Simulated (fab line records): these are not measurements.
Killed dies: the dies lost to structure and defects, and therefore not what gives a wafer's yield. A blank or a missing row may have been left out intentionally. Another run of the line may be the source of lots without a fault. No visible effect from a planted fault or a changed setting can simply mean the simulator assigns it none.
Struck lot and sound lot, side by side + flow sky130 + 18 steps out of a route of 708
Sound: the wafers L694.4, L694.5, L694.6. The struck wafers were L695.1, L695.2, L695.6. The cause is named last.
Each step with rows lists, per side, the tool, then ch with its chambers, then its first start. Under that, the readings that differ: sound wafers + struck wafers + difference of the means + sigmas: that difference in standard deviations of wafers without a fault.
alike: readings whose means differ by less than 2 such deviations, and words and numbers that are the same on both sides. not compared: withheld readings, readings that some wafer has no value for, bounds like >300 that may hide the same value, and numbers for which the record gives no deviation and whose values overlap.
A row with sigmas, a row that says differs or no value, or rows on one side alone: a step with any of these is where the two part. Numbers that have no deviation but don't overlap get no sigmas and don't part them. A reading that every wafer of one side lacks parts them only if that side has two wafers or more.

first, 3 steps without rows for these wafers: SKY_VT_ADJUST_HVTP_EXPOSE_04 (exposes mask HVTPM, target cd 380 nm); SKY_VT_ADJUST_HVTP_PEB_05; SKY_VT_ADJUST_HVTP_DEVELOP_06 (develop time 60 s).
SKY_VT_ADJUST_HVTP_CD_MEAS_07 targets a cd of 380 nm.
  sound on cd_sem-01 at day 11 14:16; struck on cd_sem-01 at day 11 18:22
  alike: cd_nm
SKY_VT_ADJUST_HVTP_OVL_MEAS_08:
  sound on overlay-02 at day 11 14:21; struck on overlay-01 at day 11 18:29
  alike: VT_ADJUST_HVTP_OVL
after that, 1 step had no rows for these wafers: SKY_VT_ADJUST_HVTP_IMPLANT_09.
SKY_VT_ADJUST_HVTP_STRIP_10: strips in O2/N2.
  sound on plasma_asher-04 ch 0,1, day 11 14:33; struck on plasma_asher-04 ch 0,1, day 11 19:47
  alike: drypump_motor_current_A, oes_product_au, strip_time_to_endpoint_s
  not compared: rf_hours_counter_h
SKY_VT_ADJUST_HVTP_TW_MEAS_11:
  sound on film_metro-02 at day 11 14:39; struck on film_metro-02 at day 11 19:53
  alike: VT_ADJUST_HVTP_TW
then, 4 steps without rows for these wafers: SKY_VT_ADJUST_LVTN_DEHYDRATE_00 (time 60 s); SKY_VT_ADJUST_LVTN_HMDS_01 (prime time 60 s); SKY_VT_ADJUST_LVTN_COAT_02 (resist thk 3000 nm); SKY_VT_ADJUST_LVTN_SOFTBAKE_03.
SKY_VT_ADJUST_LVTN_EXPOSE_04: exposes mask NWM COMPLEMENT LESS NATIVE, target cd 840 nm.
  sound on iline_stepper-01 ch 0, day 12 03:05; struck on iline_stepper-02 ch 0, day 12 08:05
| reading                                | sound                | struck            | difference | sigmas |
|----------------------------------------|----------------------|-------------------|------------|--------|
| model.VT_ADJUST_LVTN.overlay_x_nm (nm) | -1.623 -1.623 -1.623 | 192.6 192.6 192.6 | +194.2     |        |
  alike: mask
then, 2 steps without rows for these wafers: SKY_VT_ADJUST_LVTN_PEB_05; SKY_VT_ADJUST_LVTN_DEVELOP_06 (develop time 60 s).
SKY_VT_ADJUST_LVTN_OVL_MEAS_07:
  sound on overlay-01 at day 12 14:44; struck on overlay-02 at day 12 19:58
| reading                 | sound        | struck            | difference | sigmas      |
|-------------------------|--------------|-------------------|------------|-------------|
| VT_ADJUST_LVTN_OVL (nm) | 1.1 0.9 -1.4 | 191.2 191.1 190.6 | +190.8     | +99 or more |
after that, 1 step had no rows for these wafers: SKY_VT_ADJUST_LVTN_IMPLANT_08.
-- a jump in the record: the struck wafers' starts before and after are 38 days apart (it breaks off in module VT_ADJUST_LVTN and resumes in module PAD_OPEN, where the first step shown is number 708 of the route) --
SKY_PAD_OPEN_PROBE_99:
  sound on prober-02 at day 50 15:50; struck on prober-01 at day 50 17:35
| reading                                    | sound                   | struck                  | difference | sigmas |
|--------------------------------------------|-------------------------|-------------------------|------------|--------|
| model.etest.sram_pfet_latch.off_log10_a_um | -13.06 -12.96 -12.89    | -12.27 -12.38 -12.06    | +0.73      |        |
| model.etest.sram_pfet_latch.vt_sat_v (V)   | -0.7909 -0.7803 -0.7839 | -0.7389 -0.7457 -0.7168 | +0.0512    |        |
| model.etest.sram_pfet_latch.vt_v (V)       | -0.9203 -0.9081 -0.9111 | -0.8923 -0.8869 -0.8672 | +0.0310    |        |
  alike: killed_at_M0_to_M3, killed_at_M4_up, killed_at_contacts, killed_at_front_end, killed_at_other, killed_dies, killed_on_rim, killed_open, killed_short

WHERE THEY PART
SKY_VT_ADJUST_LVTN_OVL_MEAS_07 only, going by this record. Later steps at which nothing parts them and some readings are alike: SKY_PAD_OPEN_PROBE_99.

WHY: what had been put in by the simulator
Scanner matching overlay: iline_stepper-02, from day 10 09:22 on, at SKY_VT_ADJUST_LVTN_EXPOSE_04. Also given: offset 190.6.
